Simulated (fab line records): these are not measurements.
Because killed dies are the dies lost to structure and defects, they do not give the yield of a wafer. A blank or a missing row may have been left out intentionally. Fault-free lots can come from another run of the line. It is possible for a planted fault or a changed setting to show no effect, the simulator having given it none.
fab line records / flow gf180mcu / part 2 of 2: steps 25 to 35 of 35
record lots=5 wafers=15 last_day=34
route steps=602 shown V3@449 M4@456 V4@476
lots that met no fault: from a run of the same line without faults
start_h: the number of hours between the record's first day and the start of the first shown wafer of the lot / wait_h: hours from the lot's prior step to this one / " repeats the value in the row above / L1.1+2: one row covering several wafers at once / - no value, or no start given / * or withheld: withheld / < > ~ a bound
route shown NAME@n: NAME is a module with steps in the file, n the number in the route of the first one / usual: mean/standard deviation taken from wafers without a fault / same: alike in all rows / chamber/n: place in a boat / sites: each site's reading / _std_site: the values' standard deviation / _edge_site: inner sites' mean taken away from outer sites' mean / radius_mm: how far each site lies from the wafer's centre / mask NAME#n: copy n / behind: the tool/chamber that last shaped the wafer / hold: cause of the lot's hold/its duration in hours/its outcome / device: transistor that didn't switch, given as n, p or np / end of line: tests of these same wafers at the route's end / step lacking rows: just its recipe / killed: the dies lost at the first sort to structure and to defects; this is not the yield of the wafer / map: a wafer's dies, x killed, . not, _ none there
set.NAME: setting as actually run; set.NAME@STEP: the setting as run at that earlier step / model.NAME: the simulator's own value behind a step, which no gauge read
lots seen at some steps along the route; tables by step, rows by wafer
services: a tool's chamber out of use, with start hour (start_h, from the record's first day; less than 0 if before it), hours out, and reason
## steps
# step GF_M4_STRIP_17
# recipe chemistry=O2/N2 power_w=1400 pressure_mtorr=1500 platen_temp_c=250 o2_flow_sccm=3000 n2_flow_sccm=300 overash_fraction=0.5
# usual drypump_motor_current_A=6.1/0.36 heater_power_w=338/23 oes_product_au=0.538/0.0052 strip_time_to_endpoint_s=7.41/0.051
lot.wafer=L082.1 tool=plasma_asher-01 chamber=1 start_h=614.36 wait_h=0.1 drypump_motor_current_A=6.2 heater_power_w=315 oes_product_au=0.532 rf_hours_counter_h=95 strip_time_to_endpoint_s=7.38
lot.wafer=L082.2 tool=plasma_asher-01 chamber=0 start_h=614.36 wait_h=0.1 drypump_motor_current_A=6.3 heater_power_w=352 oes_product_au=0.537 rf_hours_counter_h=95 strip_time_to_endpoint_s=7.44
lot.wafer=L082.6 tool=plasma_asher-01 chamber=0 start_h=614.36 wait_h=0.1 drypump_motor_current_A=6.3 heater_power_w=349 oes_product_au=0.537 rf_hours_counter_h=- strip_time_to_endpoint_s=7.40
lot.wafer=L085.3 tool=plasma_asher-01 chamber=0 start_h=641.40 wait_h=0.1 drypump_motor_current_A=6.3 heater_power_w=349 oes_product_au=0.537 rf_hours_counter_h=- strip_time_to_endpoint_s=7.41
lot.wafer=L085.4 tool=plasma_asher-01 chamber=1 start_h=641.40 wait_h=0.1 drypump_motor_current_A=6.3 heater_power_w=328 oes_product_au=0.541 rf_hours_counter_h=- strip_time_to_endpoint_s=7.45
lot.wafer=L085.5 tool=plasma_asher-01 chamber=0 start_h=641.40 wait_h=0.1 drypump_motor_current_A=6.3 heater_power_w=358 oes_product_au=0.537 rf_hours_counter_h=- strip_time_to_endpoint_s=7.40
lot.wafer=L089.3 tool=plasma_asher-02 chamber=0 start_h=669.49 wait_h=0.1 drypump_motor_current_A=5.6 heater_power_w=373 oes_product_au=0.529 rf_hours_counter_h=- strip_time_to_endpoint_s=7.42
lot.wafer=L089.4 tool=plasma_asher-02 chamber=1 start_h=669.49 wait_h=0.1 drypump_motor_current_A=5.7 heater_power_w=331 oes_product_au=0.539 rf_hours_counter_h=- strip_time_to_endpoint_s=7.36
lot.wafer=L089.5 tool=plasma_asher-02 chamber=1 start_h=669.49 wait_h=0.1 drypump_motor_current_A=5.7 heater_power_w=321 oes_product_au=0.541 rf_hours_counter_h=- strip_time_to_endpoint_s=7.37
lot.wafer=L090.2 tool=plasma_asher-03 chamber=1 start_h=670.58 wait_h=0.1 drypump_motor_current_A=6.5 heater_power_w=339 oes_product_au=0.533 rf_hours_counter_h=92 strip_time_to_endpoint_s=7.42
lot.wafer=L090.4 tool=plasma_asher-03 chamber=0 start_h=670.58 wait_h=0.1 drypump_motor_current_A=6.6 heater_power_w=313 oes_product_au=0.547 rf_hours_counter_h=- strip_time_to_endpoint_s=7.49
lot.wafer=L090.5 tool=plasma_asher-03 chamber=1 start_h=670.58 wait_h=0.1 drypump_motor_current_A=6.5 heater_power_w=338 oes_product_au=0.542 rf_hours_counter_h=- strip_time_to_endpoint_s=7.46
lot.wafer=L092.1 tool=plasma_asher-01 chamber=0 start_h=686.77 wait_h=0.1 drypump_motor_current_A=6.3 heater_power_w=355 oes_product_au=0.538 rf_hours_counter_h=102 strip_time_to_endpoint_s=7.41
lot.wafer=L092.2 tool=plasma_asher-01 chamber=1 start_h=686.77 wait_h=0.1 drypump_motor_current_A=6.2 heater_power_w=329 oes_product_au=0.541 rf_hours_counter_h=102 strip_time_to_endpoint_s=7.43
lot.wafer=L092.3 tool=plasma_asher-01 chamber=1 start_h=686.77 wait_h=0.1 drypump_motor_current_A=6.2 heater_power_w=321 oes_product_au=0.536 rf_hours_counter_h=- strip_time_to_endpoint_s=7.41
# step GF_M4_STRIP_18
# recipe chemistry=post_etch_residue_remover time_s=1200 temp_c=72.5
lot.wafer=L082.1+2+6 tool=wet_bench-02 chamber=3 start_h=614.46 wait_h=0.1
lot.wafer=L085.3+4+5 tool=wet_bench-02 chamber=1 start_h=641.47 wait_h=0.0
lot.wafer=L089.3+4+5 tool=wet_bench-02 chamber=2 start_h=669.55 wait_h=0.0
lot.wafer=L090.2+4+5 tool=wet_bench-03 chamber=3 start_h=670.68 wait_h=0.1
lot.wafer=L092.1+2+3 tool=wet_bench-02 chamber=1 start_h=686.87 wait_h=0.1
# step GF_M4_CLEAN_19
# recipe chemistry=DIW dry=n2_spin
lot.wafer=L082.1+2+6 tool=wet_bench-04 chamber=1 start_h=614.80 wait_h=0.0
lot.wafer=L085.3+4+5 tool=wet_bench-03 chamber=3 start_h=641.84 wait_h=0.0
lot.wafer=L089.3+4+5 tool=wet_bench-03 chamber=1 start_h=669.90 wait_h=0.0
lot.wafer=L090.2+4+5 tool=wet_bench-02 chamber=3 start_h=671.02 wait_h=0.0
lot.wafer=L092.1+2+3 tool=wet_bench-02 chamber=2 start_h=687.21 wait_h=0.0
# step GF_V4_CVD_00
# recipe material=SiO2 target_thk_nm=600 sigma_open_frac=0.3 temp_c=400 time_s=100 sih4_flow_sccm=60 pressure_mtorr=6
# usual sih4_flow_sccm=59.99/0.18
lot.wafer=L082.1 tool=hdpcvd-02 chamber=1 start_h=614.89 wait_h=0.0 sih4_flow_sccm=60.20
lot.wafer=L082.2 tool=hdpcvd-02 chamber=0 start_h=614.89 wait_h=0.0 sih4_flow_sccm=60.16
lot.wafer=L082.6 tool=hdpcvd-02 chamber=2 start_h=614.89 wait_h=0.0 sih4_flow_sccm=59.82
lot.wafer=L085.3 tool=hdpcvd-01 chamber=2 start_h=641.93 wait_h=0.0 sih4_flow_sccm=59.75
lot.wafer=L085.4 tool=hdpcvd-01 chamber=1 start_h=641.93 wait_h=0.0 sih4_flow_sccm=59.64
lot.wafer=L085.5 tool=hdpcvd-01 chamber=2 start_h=641.93 wait_h=0.0 sih4_flow_sccm=59.71
lot.wafer=L089.3 tool=hdpcvd-01 chamber=1 start_h=669.99 wait_h=0.0 sih4_flow_sccm=59.87
lot.wafer=L089.4 tool=hdpcvd-01 chamber=0 start_h=669.99 wait_h=0.0 sih4_flow_sccm=60.19
lot.wafer=L089.5 tool=hdpcvd-01 chamber=2 start_h=669.99 wait_h=0.0 sih4_flow_sccm=59.86
lot.wafer=L090.2 tool=hdpcvd-02 chamber=2 start_h=671.11 wait_h=0.0 sih4_flow_sccm=60.03
lot.wafer=L090.4 tool=hdpcvd-02 chamber=0 start_h=671.11 wait_h=0.0 sih4_flow_sccm=60.12
lot.wafer=L090.5 tool=hdpcvd-02 chamber=1 start_h=671.11 wait_h=0.0 sih4_flow_sccm=59.97
lot.wafer=L092.1 tool=hdpcvd-01 chamber=2 start_h=687.30 wait_h=0.0 sih4_flow_sccm=59.98
lot.wafer=L092.2 tool=hdpcvd-01 chamber=1 start_h=687.30 wait_h=0.0 sih4_flow_sccm=59.97
lot.wafer=L092.3 tool=hdpcvd-01 chamber=0 start_h=687.30 wait_h=0.0 sih4_flow_sccm=59.84
# step GF_V4_THK_MEAS_01
# recipe reads=SiO2_of_V4_CVD_00
# usual V4_CVD_00_THK=601/7.7
lot.wafer=L082.1 tool=film_metro-04 chamber=- start_h=614.96 wait_h=0.0 V4_CVD_00_THK[nm]=611
lot.wafer=L082.2 tool=film_metro-04 chamber=- start_h=614.96 wait_h=0.0 V4_CVD_00_THK[nm]=592
lot.wafer=L082.6 tool=film_metro-04 chamber=- start_h=614.96 wait_h=0.0 V4_CVD_00_THK[nm]=594
lot.wafer=L085.3 tool=film_metro-04 chamber=- start_h=642.02 wait_h=0.1 V4_CVD_00_THK[nm]=589
lot.wafer=L085.4 tool=film_metro-04 chamber=- start_h=642.02 wait_h=0.1 V4_CVD_00_THK[nm]=606
lot.wafer=L085.5 tool=film_metro-04 chamber=- start_h=642.02 wait_h=0.1 V4_CVD_00_THK[nm]=591
lot.wafer=L089.3 tool=film_metro-04 chamber=- start_h=670.08 wait_h=0.1 V4_CVD_00_THK[nm]=611
lot.wafer=L089.4 tool=film_metro-04 chamber=- start_h=670.08 wait_h=0.1 V4_CVD_00_THK[nm]=599
lot.wafer=L089.5 tool=film_metro-04 chamber=- start_h=670.08 wait_h=0.1 V4_CVD_00_THK[nm]=611
lot.wafer=L090.2 tool=film_metro-03 chamber=- start_h=671.19 wait_h=0.0 V4_CVD_00_THK[nm]=612
lot.wafer=L090.4 tool=film_metro-03 chamber=- start_h=671.19 wait_h=0.0 V4_CVD_00_THK[nm]=611
lot.wafer=L090.5 tool=film_metro-03 chamber=- start_h=671.19 wait_h=0.0 V4_CVD_00_THK[nm]=609
lot.wafer=L092.1 tool=film_metro-04 chamber=- start_h=687.37 wait_h=0.0 V4_CVD_00_THK[nm]=605
lot.wafer=L092.2 tool=film_metro-04 chamber=- start_h=687.37 wait_h=0.0 V4_CVD_00_THK[nm]=603
lot.wafer=L092.3 tool=film_metro-04 chamber=- start_h=687.37 wait_h=0.0 V4_CVD_00_THK[nm]=591
# step GF_V4_CVD_02
# recipe material=SiO2 target_thk_nm=850 precursor=TEOS temp_c=400 time_s=94.851 rf_w=600
# usual heater_power_w=675/98
lot.wafer=L082.1 tool=pecvd-04 chamber=1 start_h=615.02 wait_h=0.1 heater_power_w=531
lot.wafer=L082.2 tool=pecvd-04 chamber=0 start_h=615.02 wait_h=0.1 heater_power_w=784
lot.wafer=L082.6 tool=pecvd-04 chamber=2 start_h=615.02 wait_h=0.1 heater_power_w=565
lot.wafer=L085.3 tool=pecvd-01 chamber=2 start_h=642.06 wait_h=0.0 heater_power_w=561
lot.wafer=L085.4 tool=pecvd-01 chamber=2 start_h=642.06 wait_h=0.0 heater_power_w=590
lot.wafer=L085.5 tool=pecvd-01 chamber=1 start_h=642.06 wait_h=0.0 heater_power_w=697
lot.wafer=L089.3 tool=pecvd-03 chamber=2 start_h=670.12 wait_h=0.0 heater_power_w=632
lot.wafer=L089.4 tool=pecvd-03 chamber=2 start_h=670.12 wait_h=0.0 heater_power_w=697
lot.wafer=L089.5 tool=pecvd-03 chamber=1 start_h=670.12 wait_h=0.0 heater_power_w=572
lot.wafer=L090.2 tool=pecvd-03 chamber=1 start_h=671.24 wait_h=0.0 heater_power_w=575
lot.wafer=L090.4 tool=pecvd-03 chamber=1 start_h=671.24 wait_h=0.0 heater_power_w=647
lot.wafer=L090.5 tool=pecvd-03 chamber=0 start_h=671.24 wait_h=0.0 heater_power_w=878
lot.wafer=L092.1 tool=pecvd-01 chamber=2 start_h=687.43 wait_h=0.1 heater_power_w=559
lot.wafer=L092.2 tool=pecvd-01 chamber=1 start_h=687.43 wait_h=0.1 heater_power_w=601
lot.wafer=L092.3 tool=pecvd-01 chamber=0 start_h=687.43 wait_h=0.1 heater_power_w=712
# step GF_V4_THK_MEAS_03
# recipe reads=SiO2_of_V4_CVD_02
# usual V4_CVD_02_THK=847/13
lot.wafer=L082.1 tool=film_metro-03 chamber=- start_h=615.09 wait_h=0.0 V4_CVD_02_THK[nm]=858
lot.wafer=L082.2 tool=film_metro-03 chamber=- start_h=615.09 wait_h=0.0 V4_CVD_02_THK[nm]=828
lot.wafer=L082.6 tool=film_metro-03 chamber=- start_h=615.09 wait_h=0.0 V4_CVD_02_THK[nm]=866
lot.wafer=L085.3 tool=film_metro-04 chamber=- start_h=642.15 wait_h=0.1 V4_CVD_02_THK[nm]=837
lot.wafer=L085.4 tool=film_metro-04 chamber=- start_h=642.15 wait_h=0.1 V4_CVD_02_THK[nm]=856
lot.wafer=L085.5 tool=film_metro-04 chamber=- start_h=642.15 wait_h=0.1 V4_CVD_02_THK[nm]=844
lot.wafer=L089.3 tool=film_metro-03 chamber=- start_h=670.21 wait_h=0.1 V4_CVD_02_THK[nm]=843
lot.wafer=L089.4 tool=film_metro-03 chamber=- start_h=670.21 wait_h=0.1 V4_CVD_02_THK[nm]=852
lot.wafer=L089.5 tool=film_metro-03 chamber=- start_h=670.21 wait_h=0.1 V4_CVD_02_THK[nm]=855
lot.wafer=L090.2 tool=film_metro-03 chamber=- start_h=671.32 wait_h=0.0 V4_CVD_02_THK[nm]=832
lot.wafer=L090.4 tool=film_metro-03 chamber=- start_h=671.32 wait_h=0.0 V4_CVD_02_THK[nm]=847
lot.wafer=L090.5 tool=film_metro-03 chamber=- start_h=671.32 wait_h=0.0 V4_CVD_02_THK[nm]=850
lot.wafer=L092.1 tool=film_metro-01 chamber=- start_h=687.50 wait_h=0.0 V4_CVD_02_THK[nm]=823
lot.wafer=L092.2 tool=film_metro-01 chamber=- start_h=687.50 wait_h=0.0 V4_CVD_02_THK[nm]=846
lot.wafer=L092.3 tool=film_metro-01 chamber=- start_h=687.50 wait_h=0.0 V4_CVD_02_THK[nm]=839
# step GF_V4_CMP_04
# recipe material=SiO2 down_force_psi=4 platen_rpm=60 pad_velocity_m_s=0.94248
# usual motor_current_A=12.0/1 time_to_endpoint_s=82/5.8
lot.wafer=L082.1 tool=cmp-02 chamber=1 start_h=615.15 wait_h=0.1 motor_current_A=14.1 time_to_endpoint_s=89
lot.wafer=L082.2 tool=cmp-02 chamber=2 start_h=615.15 wait_h=0.1 motor_current_A=12.1 time_to_endpoint_s=82
lot.wafer=L082.6 tool=cmp-02 chamber=1 start_h=615.15 wait_h=0.1 motor_current_A=13.7 time_to_endpoint_s=89
lot.wafer=L085.4 tool=cmp-01 chamber=2 start_h=642.24 wait_h=0.1 motor_current_A=10.7 time_to_endpoint_s=82
lot.wafer=L085.3 tool=cmp-01 chamber=3 start_h=642.24 wait_h=0.1 motor_current_A=12.4 time_to_endpoint_s=76
lot.wafer=L085.5 tool=cmp-01 chamber=1 start_h=642.24 wait_h=0.1 motor_current_A=11.3 time_to_endpoint_s=79
lot.wafer=L089.3 tool=cmp-01 chamber=3 start_h=670.30 wait_h=0.1 motor_current_A=13.2 time_to_endpoint_s=84
lot.wafer=L089.4 tool=cmp-01 chamber=2 start_h=670.30 wait_h=0.1 motor_current_A=11.3 time_to_endpoint_s=87
lot.wafer=L089.5 tool=cmp-01 chamber=3 start_h=670.30 wait_h=0.1 motor_current_A=12.7 time_to_endpoint_s=89
lot.wafer=L090.2 tool=cmp-02 chamber=1 start_h=671.37 wait_h=0.0 motor_current_A=14.0 time_to_endpoint_s=76
lot.wafer=L090.4 tool=cmp-02 chamber=0 start_h=671.37 wait_h=0.0 motor_current_A=12.3 time_to_endpoint_s=87
lot.wafer=L090.5 tool=cmp-02 chamber=2 start_h=671.37 wait_h=0.0 motor_current_A=12.2 time_to_endpoint_s=87
lot.wafer=L092.2 tool=cmp-01 chamber=0 start_h=687.61 wait_h=0.1 motor_current_A=11.3 time_to_endpoint_s=86
lot.wafer=L092.1 tool=cmp-01 chamber=1 start_h=687.61 wait_h=0.1 motor_current_A=10.5 time_to_endpoint_s=71
lot.wafer=L092.3 tool=cmp-01 chamber=2 start_h=687.61 wait_h=0.1 motor_current_A=10.7 time_to_endpoint_s=80
# step GF_V4_BOW_MEAS_05
# recipe mode=bow
# usual V4_BOW=137/8.2
lot.wafer=L082.1 tool=film_metro-04 chamber=- start_h=615.45 wait_h=0.2 V4_BOW[um]=123
lot.wafer=L082.2 tool=film_metro-04 chamber=- start_h=615.45 wait_h=0.2 V4_BOW[um]=131
lot.wafer=L082.6 tool=film_metro-04 chamber=- start_h=615.45 wait_h=0.2 V4_BOW[um]=138
lot.wafer=L085.3 tool=film_metro-01 chamber=- start_h=642.53 wait_h=0.2 V4_BOW[um]=151
lot.wafer=L085.4 tool=film_metro-01 chamber=- start_h=642.53 wait_h=0.2 V4_BOW[um]=146
lot.wafer=L085.5 tool=film_metro-01 chamber=- start_h=642.53 wait_h=0.2 V4_BOW[um]=138
lot.wafer=L089.3 tool=film_metro-01 chamber=- start_h=670.64 wait_h=0.3 V4_BOW[um]=148
lot.wafer=L089.4 tool=film_metro-01 chamber=- start_h=670.64 wait_h=0.3 V4_BOW[um]=145
lot.wafer=L089.5 tool=film_metro-01 chamber=- start_h=670.64 wait_h=0.3 V4_BOW[um]=147
lot.wafer=L090.2 tool=film_metro-01 chamber=- start_h=671.69 wait_h=0.3 V4_BOW[um]=119
lot.wafer=L090.4 tool=film_metro-01 chamber=- start_h=671.69 wait_h=0.3 V4_BOW[um]=116
lot.wafer=L090.5 tool=film_metro-01 chamber=- start_h=671.69 wait_h=0.3 V4_BOW[um]=122
lot.wafer=L092.1 tool=film_metro-03 chamber=- start_h=687.86 wait_h=0.1 V4_BOW[um]=130
lot.wafer=L092.2 tool=film_metro-03 chamber=- start_h=687.86 wait_h=0.1 V4_BOW[um]=124
lot.wafer=L092.3 tool=film_metro-03 chamber=- start_h=687.86 wait_h=0.1 V4_BOW[um]=135
# step GF_V4_DEHYDRATE_06
# recipe temp_c=200 time_s=60
# usual exhaust_pa=45.3/0.83 plate_temp_C=200.02/0.16
lot.wafer=L082.1 tool=litho_track-03 chamber=0 start_h=625.17 wait_h=9.7 exhaust_pa=45.3 plate_temp_C=199.98
lot.wafer=L082.2 tool=litho_track-03 chamber=0 start_h=625.17 wait_h=9.7 exhaust_pa=45.0 plate_temp_C=200.15
lot.wafer=L082.6 tool=litho_track-03 chamber=0 start_h=625.17 wait_h=9.7 exhaust_pa=46.0 plate_temp_C=199.96
lot.wafer=L085.3 tool=litho_track-04 chamber=0 start_h=651.53 wait_h=9.0 exhaust_pa=44.8 plate_temp_C=199.98
lot.wafer=L085.4 tool=litho_track-04 chamber=0 start_h=651.53 wait_h=9.0 exhaust_pa=45.6 plate_temp_C=200.07
lot.wafer=L085.5 tool=litho_track-04 chamber=0 start_h=651.53 wait_h=9.0 exhaust_pa=44.4 plate_temp_C=200.24
lot.wafer=L089.3 tool=litho_track-02 chamber=0 start_h=679.52 wait_h=8.9 exhaust_pa=44.9 plate_temp_C=200.00
lot.wafer=L089.4 tool=litho_track-02 chamber=0 start_h=679.52 wait_h=8.9 exhaust_pa=44.9 plate_temp_C=200.03
lot.wafer=L089.5 tool=litho_track-02 chamber=0 start_h=679.52 wait_h=8.9 exhaust_pa=45.1 plate_temp_C=199.98
lot.wafer=L090.2 tool=litho_track-04 chamber=0 start_h=680.61 wait_h=8.9 exhaust_pa=46.0 plate_temp_C=200.11
lot.wafer=L090.4 tool=litho_track-04 chamber=0 start_h=680.61 wait_h=8.9 exhaust_pa=45.3 plate_temp_C=199.88
lot.wafer=L090.5 tool=litho_track-04 chamber=0 start_h=680.61 wait_h=8.9 exhaust_pa=46.5 plate_temp_C=199.91
lot.wafer=L092.1 tool=litho_track-04 chamber=0 start_h=696.73 wait_h=8.8 exhaust_pa=46.0 plate_temp_C=199.90
lot.wafer=L092.2 tool=litho_track-04 chamber=0 start_h=696.73 wait_h=8.8 exhaust_pa=44.8 plate_temp_C=200.17
lot.wafer=L092.3 tool=litho_track-04 chamber=0 start_h=696.73 wait_h=8.8 exhaust_pa=45.3 plate_temp_C=199.74
# step GF_V4_HMDS_07
# recipe prime_time_s=60 prime_temp_c=120
# usual exhaust_pa=45.0/0.83 prime_temp_c=120.02/0.14
# same prime_time_s=60
lot.wafer=L082.1 tool=litho_track-03 chamber=0 start_h=625.32 wait_h=0.1 exhaust_pa=44.6 prime_temp_c=119.97
lot.wafer=L082.2 tool=litho_track-03 chamber=0 start_h=625.32 wait_h=0.1 exhaust_pa=44.7 prime_temp_c=120.02
lot.wafer=L082.6 tool=litho_track-03 chamber=0 start_h=625.32 wait_h=0.1 exhaust_pa=44.7 prime_temp_c=119.98
lot.wafer=L085.3 tool=litho_track-04 chamber=0 start_h=651.68 wait_h=0.1 exhaust_pa=45.3 prime_temp_c=120.12
lot.wafer=L085.4 tool=litho_track-04 chamber=0 start_h=651.68 wait_h=0.1 exhaust_pa=44.3 prime_temp_c=120.09
lot.wafer=L085.5 tool=litho_track-04 chamber=0 start_h=651.68 wait_h=0.1 exhaust_pa=45.3 prime_temp_c=120.30
lot.wafer=L089.3 tool=litho_track-02 chamber=0 start_h=679.67 wait_h=0.1 exhaust_pa=44.8 prime_temp_c=120.05
lot.wafer=L089.4 tool=litho_track-02 chamber=0 start_h=679.67 wait_h=0.1 exhaust_pa=45.6 prime_temp_c=119.89
lot.wafer=L089.5 tool=litho_track-02 chamber=0 start_h=679.67 wait_h=0.1 exhaust_pa=44.7 prime_temp_c=120.05
lot.wafer=L090.2 tool=litho_track-04 chamber=0 start_h=680.76 wait_h=0.1 exhaust_pa=45.5 prime_temp_c=120.13
lot.wafer=L090.4 tool=litho_track-04 chamber=0 start_h=680.76 wait_h=0.1 exhaust_pa=45.4 prime_temp_c=119.94
lot.wafer=L090.5 tool=litho_track-04 chamber=0 start_h=680.76 wait_h=0.1 exhaust_pa=45.0 prime_temp_c=120.16
lot.wafer=L092.1 tool=litho_track-04 chamber=0 start_h=696.88 wait_h=0.1 exhaust_pa=44.7 prime_temp_c=120.08
lot.wafer=L092.2 tool=litho_track-04 chamber=0 start_h=696.88 wait_h=0.1 exhaust_pa=43.8 prime_temp_c=120.00
lot.wafer=L092.3 tool=litho_track-04 chamber=0 start_h=696.88 wait_h=0.1 exhaust_pa=45.1 prime_temp_c=120.29
## services
tool=krf_scanner-02 chamber=- start_h=572.78 hours=1.0 kind=pm
tool=krf_scanner-01 chamber=- start_h=573.34 hours=5.6 kind=repair
tool=cmp-01 chamber=- start_h=573.51 hours=4.0 kind=pm
tool=pecvd-03 chamber=- start_h=574.69 hours=1.5 kind=repair
tool=pecvd-01 chamber=1 start_h=576.65 hours=17.4 kind=repair
tool=cmp-01 chamber=- start_h=579.10 hours=5.4 kind=pm
tool=krf_scanner-01 chamber=- start_h=583.29 hours=1.3 kind=pm
tool=cmp-01 chamber=- start_h=584.46 hours=3.9 kind=pm
tool=krf_scanner-02 chamber=- start_h=584.60 hours=4.0 kind=pm
tool=krf_scanner-01 chamber=- start_h=588.07 hours=4.2 kind=repair
tool=krf_scanner-02 chamber=- start_h=590.63 hours=2.3 kind=repair
tool=pecvd-01 chamber=- start_h=591.12 hours=14.0 kind=pm
tool=krf_scanner-02 chamber=- start_h=591.29 hours=5.1 kind=repair
tool=cvd_w-02 chamber=1 start_h=592.29 hours=7.6 kind=repair
tool=krf_scanner-02 chamber=- start_h=596.35 hours=1.3 kind=pm
tool=krf_scanner-01 chamber=- start_h=599.79 hours=1.0 kind=pm
tool=pvd_sputter-01 chamber=- start_h=631.86 hours=8.5 kind=repair
tool=krf_scanner-01 chamber=- start_h=635.54 hours=4.0 kind=pm
tool=krf_scanner-01 chamber=- start_h=647.64 hours=0.8 kind=pm
tool=plasma_asher-01 chamber=- start_h=666.79 hours=4.0 kind=pm
tool=krf_scanner-01 chamber=- start_h=668.41 hours=3.6 kind=pm
tool=cmp-02 chamber=- start_h=672.38 hours=3.4 kind=pm
tool=rie_metal-03 chamber=0 start_h=683.97 hours=2.1 kind=repair
tool=hdpcvd-01 chamber=- start_h=692.29 hours=5.5 kind=pm
